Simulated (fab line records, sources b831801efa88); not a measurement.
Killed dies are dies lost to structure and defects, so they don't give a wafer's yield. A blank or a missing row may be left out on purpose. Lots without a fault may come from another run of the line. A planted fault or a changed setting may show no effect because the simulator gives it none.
fab line records | flow gf180mcu | part 1 of 2: steps 1 to 25 of 35
record lots=5 wafers=15 last_day=34
route steps=602 shown POLY_GATE@170 HV_LDD@176
lots that met no fault: from a run of the same line without faults
start_h: hours from the record's first day to the start of the lot's first wafer shown | wait_h: hours since the lot's step before | " the same as in the row above | L1.1+2: a row that stands for several wafers | - no value, or no start given | * or withheld: withheld | < > ~ a bound
route shown NAME@n: a module of which the file shows steps, and the number in the route of the first | usual: mean/standard deviation of fault-free wafers | same: alike in all rows | chamber/n: place in a boat | sites: the reading at each site | _std_site: their standard deviation | _edge_site: outer sites' mean less inner sites' | radius_mm: how far each site lies from the wafer's centre | mask NAME#n: copy n | behind: the tool/chamber that last shaped the wafer | hold: why the lot was held/for how many hours/how that ended | device: the transistor (n, p or np) that didn't switch | end of line: the same wafers' tests at the end of the route | a step without rows: its recipe alone | killed: dies lost to structure and defects at the first sort, not the wafer's yield | map: a wafer's dies, x killed, . not, _ none there
set.NAME: the setting as run; set.NAME@STEP: as run at that earlier step | model.NAME: the simulator's own value behind a step, which no gauge read
lots at some steps of the route; a table a step, a row a wafer
services: from which hour (start_h, from the record's first day; less than 0 if before it) a tool's chamber was out of use, for how many hours, and why
## steps
# step GF_POLY_GATE_ETCH_13
# recipe target=poly-Si target_depth_nm=198.5 stop_on=SiO2 over_etch_frac=0.403 chemistry=HBr/Cl2 icp_w=413.8 bias_w=100 pressure_mtorr=10 HBr_flow_sccm=150 Cl2_flow_sccm=50 time_s=69.6
# usual chamber_pressure_mTorr=10.000/0.0079 drypump_motor_current_A=5.7/0.46 oes_product_au=0.993/0.0077 throttle_valve_pct=33.685/0.0091
# same over_etch_frac=0.403
# columns lot.wafer tool chamber start_h wait_h chamber_pressure_mTorr drypump_motor_current_A oes_product_au rf_hours_counter_h throttle_valve_pct
L074.1 rie_si-01 2 204.67 - 9.997 6.4 0.998 134 33.676
L074.3 " 3 " " 9.999 5.0 0.987 85 33.668
L074.6 " 3 " " 10.012 5.0 0.991 - 33.692
L087.1 rie_si-01 1 291.12 - 10.010 6.5 0.997 6 33.691
L087.3 " 2 " " 9.992 6.4 0.990 1 33.678
L087.5 " 1 " " 10.006 6.6 0.988 - 33.678
L088.2 rie_si-02 0 301.77 - 9.989 5.6 0.989 59 33.690
L088.3 " 3 " " 10.009 5.2 1.000 2 33.681
L088.4 " 3 " " 9.988 5.2 1.000 - 33.680
L093.4 rie_si-02 3 336.27 - 9.981 5.2 1.000 2 33.680
L093.5 " 1 " " 10.017 5.8 0.996 - 33.692
L093.6 " 0 " " 10.003 5.6 0.993 - 33.687
L095.2 rie_si-01 2 344.87 - 9.992 6.4 0.989 1 33.683
L095.4 " 3 " " 10.004 5.0 0.994 87 33.699
L095.6 " 1 " " 9.996 6.6 1.000 - 33.677
# step GF_POLY_GATE_STRIP_14
# recipe chemistry=O2/N2 power_w=1400 pressure_mtorr=1500 platen_temp_c=250 o2_flow_sccm=3000 n2_flow_sccm=300 overash_fraction=0.5
# usual chamber_pressure_mTorr=1501/8.8 drypump_motor_current_A=5.9/0.74 heater_power_w=328/24 oes_product_au=0.505/0.0047
# columns lot.wafer tool chamber start_h wait_h chamber_pressure_mTorr drypump_motor_current_A heater_power_w oes_product_au rf_hours_counter_h
L074.1 plasma_asher-01 0 204.72 0.0 1502 6.7 371 0.513 45
L074.3 " 1 " " 1499 5.0 323 0.506 -
L074.6 " 1 " " 1499 5.0 308 0.506 -
L087.1 plasma_asher-02 1 291.18 0.0 1605 6.4 309 0.508 18
L087.3 " 0 " " 1500 5.6 310 0.509 -
L087.5 " 1 " " 1502 6.5 309 0.500 -
L088.2 plasma_asher-02 0 301.82 0.0 1498 5.6 326 0.512 19
L088.3 " 1 " " 1498 6.5 307 0.504 -
L088.4 " 0 " " 1499 5.6 321 0.513 -
L093.4 plasma_asher-01 0 336.36 0.1 1500 6.7 369 0.496 -
L093.5 " 1 " " 1500 5.0 310 0.496 -
L093.6 " 0 " " 1499 6.8 380 0.503 -
L095.2 plasma_asher-01 0 344.93 0.0 1499 6.7 376 0.506 61
L095.4 " 0 " " 1499 6.7 368 0.502 -
L095.6 " 0 " " 1498 6.7 360 0.507 -
# step GF_POLY_GATE_CLEAN_15
# recipe chemistry=SC1/SC2 mix=1:4:20 temp_c=70 time_s=150 dry=n2_spin
# usual bath_heat_duty_pct=14.1/1.4
# columns lot.wafer tool chamber start_h wait_h bath_heat_duty_pct
L074.1 wet_bench-02 1 204.82 0.1 13.3
L074.3 " 1 " " 13.2
L074.6 " 1 " " 13.3
L087.1 wet_bench-01 3 291.28 0.1 12.1
L087.3 " 3 " " 13.3
L087.5 " 3 " " 11.6
L088.2 wet_bench-02 0 301.92 0.1 14.3
L088.3 " 0 " " 15.7
L088.4 " 0 " " 14.9
L093.4 wet_bench-03 3 336.42 0.0 11.1
L093.5 " 3 " " 11.7
L093.6 " 3 " " 13.4
L095.2 wet_bench-01 3 345.03 0.1 12.2
L095.4 " 3 " " 13.2
L095.6 " 3 " " 12.1
# step GF_POLY_GATE_OXIDATION_16
# recipe temp_c=850 ambient=O2 stabilise_s=600 purge_s=300 target_thk_a=40 ox_time_s=899
# usual spike_tc_bottom_C=872.3/2.7 zone_power_centre_pct=15.2/1.6
# columns lot.wafer tool chamber start_h wait_h spike_tc_bottom_C zone_power_centre_pct
L074.1 furnace-01 0 204.87 0.0 876.0 17.7
L074.3 " 0 " " 875.1 17.7
L074.6 " 0 " " 875.9 17.8
L087.1 furnace-02 0 293.65 2.3 868.1 14.1
L087.3 " 0 " " 870.9 14.4
L087.5 " 0 " " 870.6 14.3
L088.2 furnace-01 0 302.65 0.7 876.1 17.8
L088.3 " 0 " " 874.2 17.5
L088.4 " 0 " " 872.7 17.5
L093.4 furnace-02 0 336.89 0.4 870.3 14.3
L093.5 " 0 " " 869.9 14.1
L093.6 " 0 " " 871.8 14.2
L095.2 furnace-01 0 345.08 0.0 876.4 17.7
L095.4 " 0 " " 876.7 17.9
L095.6 " 0 " " 877.2 17.7
# step GF_POLY_GATE_THK_MEAS_17
# recipe reads=SiO2_of_POLY_GATE_OXIDATION_16
# usual POLY_GATE_OXIDATION_THK=4.04/0.087
# columns lot.wafer tool chamber start_h wait_h POLY_GATE_OXIDATION_THK[nm]
L074.1 film_metro-04 - 206.12 0.0 4.04
L074.3 " - " " 4.01
L074.6 " - " " 4.10
L087.1 film_metro-02 - 294.90 0.0 4.15
L087.3 " - " " 4.13
L087.5 " - " " 4.08
L088.2 film_metro-03 - 303.91 0.0 3.96
L088.3 " - " " 3.87
L088.4 " - " " 3.93
L093.4 film_metro-04 - 338.17 0.0 4.07
L093.5 " - " " 4.00
L093.6 " - " " 4.11
L095.2 film_metro-02 - 346.34 0.0 4.05
L095.4 " - " " 4.07
L095.6 " - " " 4.05
# step GF_POLY_GATE_CD_MEAS_18
# usual cd_nm=280.8/1.7
# columns lot.wafer tool chamber start_h wait_h cd_nm
L074.1 cd_sem-01 - 206.18 0.1 279.6
L074.3 " - " " 280.1
L074.6 " - " " 282.9
L087.1 cd_sem-01 - 294.96 0.1 281.2
L087.3 " - " " 281.3
L087.5 " - " " 280.4
L088.2 cd_sem-02 - 303.99 0.1 280.9
L088.3 " - " " 280.4
L088.4 " - " " 279.5
L093.4 cd_sem-02 - 338.28 0.1 279.7
L093.5 " - " " 282.5
L093.6 " - " " 280.2
L095.2 cd_sem-01 - 346.42 0.1 280.0
L095.4 " - " " 281.7
L095.6 " - " " 280.8
# step GF_HV_LDD_DEHYDRATE_00
# recipe temp_c=200 time_s=60
# usual heater_power_total_W=160.39/0.11 plate_temp_C=200.02/0.15
# columns lot.wafer tool chamber start_h wait_h heater_power_total_W plate_temp_C
L074.1 litho_track-04 0 214.32 8.1 160.17 200.09
L074.3 " 0 " " 160.46 199.97
L074.6 " 0 " " 160.47 200.09
L087.1 litho_track-01 0 304.41 9.4 160.25 200.01
L087.3 " 0 " " 160.62 200.00
L087.5 " 0 " " 160.26 200.12
L088.2 litho_track-03 0 313.74 9.7 160.32 199.90
L088.3 " 0 " " 160.47 199.67
L088.4 " 0 " " 160.56 199.96
L093.4 litho_track-04 0 348.34 10.0 160.30 200.05
L093.5 " 0 " " 160.32 200.06
L093.6 " 0 " " 160.49 200.11
L095.2 litho_track-03 0 357.03 10.6 160.47 200.12
L095.4 " 0 " " 160.41 200.01
L095.6 " 0 " " 160.30 199.71
# step GF_HV_LDD_HMDS_01
# recipe prime_time_s=60 prime_temp_c=120
# same prime_time_s=60
# columns lot.wafer tool chamber start_h wait_h
L074.1+3+6 litho_track-04 0 214.47 0.1
L087.1+3+5 litho_track-01 0 304.56 0.1
L088.2+3+4 litho_track-03 0 313.89 0.1
L093.4+5+6 litho_track-04 0 348.49 0.1
L095.2+4+6 litho_track-03 0 357.18 0.1
# step GF_HV_LDD_COAT_02
# recipe resist=NOVOLAK spin_rpm=3000 resist_thk_nm=1000
# columns lot.wafer tool chamber start_h wait_h
L074.1+3+6 litho_track-04 0 214.62 0.1
L087.1+3+5 litho_track-01 0 304.71 0.1
L088.2+3+4 litho_track-03 0 314.04 0.1
L093.4+5+6 litho_track-04 0 348.64 0.1
L095.2+4+6 litho_track-03 0 357.33 0.1
# step GF_HV_LDD_SOFTBAKE_03
# recipe temp_c=90 time_s=60 resist=NOVOLAK
# usual heater_power_total_W=56.60/0.045 plate_temp_C=90.01/0.13
# columns lot.wafer tool chamber start_h wait_h heater_power_total_W plate_temp_C
L074.1 litho_track-04 0 214.77 0.1 56.62 90.14
L074.3 " 0 " " 56.64 89.87
L074.6 " 0 " " 56.67 90.03
L087.1 litho_track-01 0 304.86 0.1 56.63 90.18
L087.3 " 0 " " 56.61 90.00
L087.5 " 0 " " 56.54 89.95
L088.2 litho_track-03 0 314.19 0.1 56.57 90.09
L088.3 " 0 " " 56.63 90.09
L088.4 " 0 " " 56.64 90.01
L093.4 litho_track-04 0 348.79 0.1 56.60 90.04
L093.5 " 0 " " 56.60 90.12
L093.6 " 0 " " 56.66 90.34
L095.2 litho_track-03 0 357.48 0.1 56.58 89.98
L095.4 " 0 " " 56.57 90.04
L095.6 " 0 " " 56.64 89.86
# step GF_HV_LDD_EXPOSE_04
# recipe mask_id=Nplus_LV_AREA target_cd_nm=400 na=0.6 source_shape=conventional sigma_outer=0.6 dose_mj=140
# usual reticle_temp_C=23.01/0.1
# columns lot.wafer tool chamber start_h wait_h mask reticle_temp_C
L074.1 iline_stepper-02 0 - - Nplus_LV_AREA#0 23.06
L074.3 " 0 " " Nplus_LV_AREA#0 22.91
L074.6 " 0 " " Nplus_LV_AREA#0 22.92
L087.1 iline_stepper-02 0 - - Nplus_LV_AREA#0 22.98
L087.3 " 0 " " Nplus_LV_AREA#0 22.95
L087.5 " 0 " " Nplus_LV_AREA#0 22.92
L088.2 iline_stepper-01 0 - - Nplus_LV_AREA#0 23.22
L088.3 " 0 " " Nplus_LV_AREA#0 22.95
L088.4 " 0 " " Nplus_LV_AREA#0 23.23
L093.4 iline_stepper-02 0 - - Nplus_LV_AREA#0 23.08
L093.5 " 0 " " Nplus_LV_AREA#0 23.18
L093.6 " 0 " " Nplus_LV_AREA#0 23.09
L095.2 iline_stepper-01 0 - - Nplus_LV_AREA#0 23.06
L095.4 " 0 " " Nplus_LV_AREA#0 23.20
L095.6 " 0 " " Nplus_LV_AREA#0 23.00
# step GF_HV_LDD_PEB_05
# recipe temp_c=withheld time_s=* resist=NOVOLAK
# columns lot.wafer tool chamber start_h wait_h
L074.1+3+6 litho_track-04 0 - -
L087.1+3+5 litho_track-03 0 - -
L088.2+3+4 litho_track-04 0 - -
L093.4+5+6 litho_track-03 0 - -
L095.2+4+6 litho_track-01 0 - -
# step GF_HV_LDD_DEVELOP_06
# recipe develop_time_s=60 dev_temp_c=23
# usual developer_temp_C=22.98/0.11
# same develop_time_s=60
# columns lot.wafer tool chamber start_h wait_h developer_temp_C
L074.1 litho_track-04 0 222.97 0.1 23.10
L074.3 " 0 " " 23.09
L074.6 " 0 " " 22.98
L087.1 litho_track-03 0 315.11 0.1 22.90
L087.3 " 0 " " 22.98
L087.5 " 0 " " 22.93
L088.2 litho_track-04 0 324.34 0.1 22.89
L088.3 " 0 " " 23.05
L088.4 " 0 " " 23.01
L093.4 litho_track-03 0 359.88 0.1 23.10
L093.5 " 0 " " 23.12
L093.6 " 0 " " 22.89
L095.2 litho_track-01 0 368.29 0.1 22.92
L095.4 " 0 " " 22.98
L095.6 " 0 " " 22.72
# step GF_HV_LDD_CD_MEAS_07
# recipe target_cd_nm=400
# usual cd_nm=399.6/2.3
# columns lot.wafer tool chamber start_h wait_h cd_nm
L074.1 cd_sem-02 - 223.12 0.1 397.6
L074.3 " - " " 399.0
L074.6 " - " " 398.6
L087.1 cd_sem-01 - 315.26 0.1 398.3
L087.3 " - " " 397.3
L087.5 " - " " 397.7
L088.2 cd_sem-02 - 324.48 0.1 403.5
L088.3 " - " " 402.3
L088.4 " - " " 403.7
L093.4 cd_sem-01 - 360.02 0.1 400.1
L093.5 " - " " 399.9
L093.6 " - " " 399.6
L095.2 cd_sem-01 - 368.43 0.1 403.7
L095.4 " - " " 402.8
L095.6 " - " " 403.5
# step GF_HV_LDD_OVL_MEAS_08
# usual HV_LDD_OVL=-0.2/1.5
# columns lot.wafer tool chamber start_h wait_h HV_LDD_OVL[nm]
L074.1 overlay-02 - 223.24 0.1 -2.5
L074.3 " - " " -2.1
L074.6 " - " " -1.6
L087.1 overlay-01 - 315.38 0.1 0.3
L087.3 " - " " -1.2
L087.5 " - " " -2.7
L088.2 overlay-01 - 324.59 0.1 -0.5
L088.3 " - " " -3.3
L088.4 " - " " -2.2
L093.4 overlay-02 - 360.10 0.1 0.0
L093.5 " - " " -0.2
L093.6 " - " " -2.2
L095.2 overlay-02 - 368.54 0.1 2.0
L095.4 " - " " -1.2
L095.6 " - " " 0.7
# step GF_HV_LDD_IMPLANT_09
# recipe species=As energy_kev=40 dose_cm2=1e+14 tilt_deg=7
# same implant_ion_amu=75
# columns lot.wafer tool chamber start_h wait_h
L074.1+3+6 implanter-01 0 223.27 0.0
L087.1+3+5 implanter-02 0 315.42 0.0
L088.2+3+4 implanter-04 0 324.65 0.0
L093.4+5+6 implanter-01 0 360.19 0.1
L095.2+4+6 implanter-02 0 368.59 0.0
# step GF_HV_LDD_STRIP_10
# recipe chemistry=O2/N2 power_w=1400 pressure_mtorr=1500 platen_temp_c=250 o2_flow_sccm=3000 n2_flow_sccm=300 overash_fraction=0.5
# usual chamber_pressure_mTorr=1500.2/1.4 drypump_motor_current_A=5.7/0.75 heater_power_w=334/18 oes_product_au=0.716/0.0049 strip_time_to_endpoint_s=12.64/0.037
# columns lot.wafer tool chamber start_h wait_h chamber_pressure_mTorr drypump_motor_current_A heater_power_w oes_product_au rf_hours_counter_h strip_time_to_endpoint_s
L074.1 plasma_asher-03 1 223.42 0.1 1499.5 5.7 318 0.721 61 12.63
L074.3 " 0 " " 1500.7 5.2 341 0.715 - 12.62
L074.6 " 1 " " 1499.6 5.7 326 0.716 - 12.59
L087.1 plasma_asher-04 1 315.57 0.1 1497.8 6.7 335 0.712 59 12.65
L087.3 " 0 " " 1500.6 5.0 318 0.716 - 12.65
L087.5 " 0 " " 1499.5 4.9 319 0.717 - 12.67
L088.2 plasma_asher-04 1 324.77 0.1 1501.4 6.7 341 0.716 60 12.59
L088.3 " 1 " " 1500.1 6.7 350 0.720 - 12.62
L088.4 " 0 " " 1500.1 5.0 325 0.720 - 12.58
L093.4 plasma_asher-04 1 360.30 0.1 1498.3 6.7 341 0.727 - 12.66
L093.5 " 0 " " 1500.0 5.0 325 0.716 - 12.68
L093.6 " 1 " " 1499.0 6.7 339 0.711 - 12.66
L095.2 plasma_asher-04 0 368.72 0.1 1500.0 4.9 317 0.712 66 12.66
L095.4 " 0 " " 1500.8 5.0 320 0.710 - 12.65
L095.6 " 1 " " 1502.1 6.7 338 0.709 - 12.64
# step GF_HV_LDD_TW_MEAS_11
# usual HV_LDD_TW=2395/23
# columns lot.wafer tool chamber start_h wait_h HV_LDD_TW
L074.1 film_metro-04 - 223.52 0.1 2409
L074.3 " - " " 2401
L074.6 " - " " 2403
L087.1 film_metro-02 - 315.67 0.1 2400
L087.3 " - " " 2399
L087.5 " - " " 2404
L088.2 film_metro-01 - 324.88 0.1 2443
L088.3 " - " " 2440
L088.4 " - " " 2429
L093.4 film_metro-04 - 360.40 0.1 2405
L093.5 " - " " 2402
L093.6 " - " " 2411
L095.2 film_metro-02 - 368.83 0.1 2385
L095.4 " - " " 2370
L095.6 " - " " 2395
# step GF_HV_LDD_DEHYDRATE_12
# recipe temp_c=200 time_s=60
# usual heater_power_total_W=160.37/0.13 plate_temp_C=200.00/0.17
# columns lot.wafer tool chamber start_h wait_h heater_power_total_W plate_temp_C
L074.1 litho_track-04 0 232.17 8.6 160.38 200.00
L074.3 " 0 " " 160.52 200.13
L074.6 " 0 " " 160.61 199.87
L087.1 litho_track-01 0 325.66 10.0 160.32 200.01
L087.3 " 0 " " 160.24 200.27
L087.5 " 0 " " 160.23 200.45
L088.2 litho_track-01 0 335.39 10.5 160.34 200.09
L088.3 " 0 " " 160.27 200.22
L088.4 " 0 " " 160.51 200.29
L093.4 litho_track-03 0 371.03 10.6 160.31 200.12
L093.5 " 0 " " 160.61 199.90
L093.6 " 0 " " 160.31 200.27
L095.2 litho_track-04 0 379.44 10.6 160.24 199.87
L095.4 " 0 " " 160.33 199.77
L095.6 " 0 " " 160.27 199.86
# step GF_HV_LDD_HMDS_13
# recipe prime_time_s=60 prime_temp_c=120
# same prime_time_s=60
# columns lot.wafer tool chamber start_h wait_h
L074.1+3+6 litho_track-04 0 232.32 0.1
L087.1+3+5 litho_track-01 0 325.81 0.1
L088.2+3+4 litho_track-01 0 335.54 0.1
L093.4+5+6 litho_track-03 0 371.18 0.1
L095.2+4+6 litho_track-04 0 379.59 0.1
# step GF_HV_LDD_COAT_14
# recipe resist=NOVOLAK spin_rpm=3000 resist_thk_nm=1000
# columns lot.wafer tool chamber start_h wait_h
L074.1+3+6 litho_track-04 0 232.47 0.1
L087.1+3+5 litho_track-01 0 325.96 0.1
L088.2+3+4 litho_track-01 0 335.69 0.1
L093.4+5+6 litho_track-03 0 371.33 0.1
L095.2+4+6 litho_track-04 0 379.74 0.1
# step GF_HV_LDD_SOFTBAKE_15
# recipe temp_c=90 time_s=60 resist=NOVOLAK
# usual heater_power_total_W=56.59/0.053 plate_temp_C=89.99/0.13
# columns lot.wafer tool chamber start_h wait_h heater_power_total_W plate_temp_C
L074.1 litho_track-04 0 232.62 0.1 56.64 89.88
L074.3 " 0 " " 56.64 89.91
L074.6 " 0 " " 56.63 89.94
L087.1 litho_track-01 0 326.11 0.1 56.56 89.97
L087.3 " 0 " " 56.62 89.91
L087.5 " 0 " " 56.64 90.10
L088.2 litho_track-01 0 335.84 0.1 56.64 89.91
L088.3 " 0 " " 56.63 89.98
L088.4 " 0 " " 56.54 90.06
L093.4 litho_track-03 0 371.48 0.1 56.58 90.02
L093.5 " 0 " " 56.62 90.01
L093.6 " 0 " " 56.67 90.02
L095.2 litho_track-04 0 379.89 0.1 56.67 90.16
L095.4 " 0 " " 56.62 89.89
L095.6 " 0 " " 56.58 90.22
# step GF_HV_LDD_EXPOSE_16
# recipe mask_id=Pplus_LV_AREA target_cd_nm=400 na=0.6 source_shape=conventional sigma_outer=0.6 dose_mj=140
# usual reticle_temp_C=23.00/0.097
# columns lot.wafer tool chamber start_h wait_h mask reticle_temp_C
L074.1 iline_stepper-02 0 - - Pplus_LV_AREA#0 22.97
L074.3 " 0 " " Pplus_LV_AREA#0 22.95
L074.6 " 0 " " Pplus_LV_AREA#0 23.04
L087.1 iline_stepper-02 0 - - Pplus_LV_AREA#0 22.90
L087.3 " 0 " " Pplus_LV_AREA#0 22.75
L087.5 " 0 " " Pplus_LV_AREA#0 22.77
L088.2 iline_stepper-01 0 - - Pplus_LV_AREA#0 23.02
L088.3 " 0 " " Pplus_LV_AREA#0 23.00
L088.4 " 0 " " Pplus_LV_AREA#0 22.99
L093.4 iline_stepper-01 0 - - Pplus_LV_AREA#0 23.00
L093.5 " 0 " " Pplus_LV_AREA#0 23.09
L093.6 " 0 " " Pplus_LV_AREA#0 22.95
L095.2 iline_stepper-02 0 - - Pplus_LV_AREA#0 23.02
L095.4 " 0 " " Pplus_LV_AREA#0 22.79
L095.6 " 0 " " Pplus_LV_AREA#0 23.04
# step GF_HV_LDD_PEB_17
# recipe temp_c=withheld time_s=* resist=NOVOLAK
# columns lot.wafer tool chamber start_h wait_h
L074.1+3+6 litho_track-01 0 - -
L087.1+3+5 litho_track-01 0 - -
L088.2+3+4 litho_track-04 0 - -
L093.4+5+6 litho_track-04 0 - -
L095.2+4+6 litho_track-04 0 - -
# step GF_HV_LDD_DEVELOP_18
# recipe develop_time_s=60 dev_temp_c=23
# usual developer_temp_C=22.97/0.1
# same develop_time_s=60
# columns lot.wafer tool chamber start_h wait_h developer_temp_C
L074.1 litho_track-01 0 241.46 0.1 22.94
L074.3 " 0 " " 23.03
L074.6 " 0 " " 22.95
L087.1 litho_track-01 0 336.81 0.1 22.90
L087.3 " 0 " " 22.98
L087.5 " 0 " " 22.86
L088.2 litho_track-04 0 346.24 0.1 22.90
L088.3 " 0 " " 22.91
L088.4 " 0 " " 22.97
L093.4 litho_track-04 0 383.14 0.1 22.88
L093.5 " 0 " " 22.97
L093.6 " 0 " " 22.96
L095.2 litho_track-04 0 391.09 0.1 23.04
L095.4 " 0 " " 22.99
L095.6 " 0 " " 23.09
